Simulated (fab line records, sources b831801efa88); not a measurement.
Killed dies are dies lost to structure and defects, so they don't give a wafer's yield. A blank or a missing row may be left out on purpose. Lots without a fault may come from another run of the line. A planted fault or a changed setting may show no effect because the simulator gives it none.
One fault seen from 2 desks | flow gf180mcu | each desk has only its own numbers; what lay behind them comes last

THE METROLOGY DESK
What the gauges read, lot by lot, whatever tool the lot ran on: means of the sampled wafers that have a number. A lot is out of limits, marked OUT, if its mean lies more than 4 standard deviations from the usual mean; the brackets give that distance.
Columns: A = HV_LDD_02_OVL at GF_HV_LDD_OVL_MEAS_32, usual 0.2 nm; B = HV_LDD_CVD_54_THK at GF_HV_LDD_THK_MEAS_55, usual 10.00 nm; C = HV_LDD_CVD_56_THK at GF_HV_LDD_THK_MEAS_57, usual 89.8 nm
lot  | first seen here | A    | B     | C
L146 | day 12 01:25    | 0.8  | 10.21 | 90.3
L145 | day 12 02:04    | 1.1  | 10.21 | 90.4
L143 | day 12 04:10    | -2.3 | 9.87  | 90.7
L147 | day 12 07:48    | -0.7 | 10.22 | 91.9
L148 | day 12 09:22    | -1.0 | 10.12 | 89.2
L154 | day 14 03:12    | 1.9  | 10.17 | 91.1
L155 | day 14 11:04    | 0.1  | 10.08 | 89.9
L158 | day 15 16:40    | 0.9  | 9.99  | 89.7
L160 | day 16 05:22    | -0.2 | 9.96  | 90.3
L161 | day 16 17:27    | 0.9  | 9.99  | 89.5
L162 | day 16 22:39    | -0.2 | 10.07 | 89.6
L163 | day 17 12:42    | 1.6  | 9.77  | 90.6
L164 | day 17 19:31    | 0.1  | 9.68  | 90.2
L165 | day 18 06:22    | 1.2  | 10.04 | 89.4
This desk's finding: nothing out of limits on any of the 14 lots.

THE TOOL OWNER'S DESK: litho_track-04
The tool's own readings at GF_PSD_SOFTBAKE_03 (time 60 s): means of the sampled wafers that have a number, for each lot that ran on this tool. A lot is out of limits, marked OUT, if its mean lies more than 4 standard deviations from the usual mean; the brackets give that distance.
Columns: A = heater_power_total_W at GF_PSD_SOFTBAKE_03, usual 56.59 W; B = run_length_s at GF_PSD_SOFTBAKE_03, usual 89.27 s
lot  | first seen here | A               | B
L146 | day 14 05:59    | 56.58           | 89.46
L145 | day 14 09:04    | 56.59           | 89.54
L143 | day 14 11:29    | 58.06 (+33) OUT | 85.47 (-14) OUT
L148 | day 14 15:32    | 58.02 (+32) OUT | 85.27 (-15) OUT
L158 | day 18 09:52    | 56.61           | 89.54
L161 | day 19 11:56    | 56.59           | 89.44
This desk's finding: out of limits on L143, L148; first on L143, day 14 11:29 (heater_power_total_W at GF_PSD_SOFTBAKE_03). In limits: L146, L145, L158, L161.

PUT TOGETHER
The tool owner's desk could have raised an alarm at day 14 11:29, on L143, L148.
The metrology desk saw nothing out of limits.
The metrology desk has L143, L148 on record, within its limits.
Of the lots named, all ran GF_PSD_SOFTBAKE_03 on litho_track-04.

WHAT THE SIMULATOR HAD PUT IN
Process parameter drift: litho_track-04, from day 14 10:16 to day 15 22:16, at GF_PSD_SOFTBAKE_03. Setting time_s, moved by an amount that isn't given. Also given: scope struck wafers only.
Lots struck among those shown: L143, L148.
Hours from the fault's start to each desk's first reading out of limits: the tool owner's desk, 1.
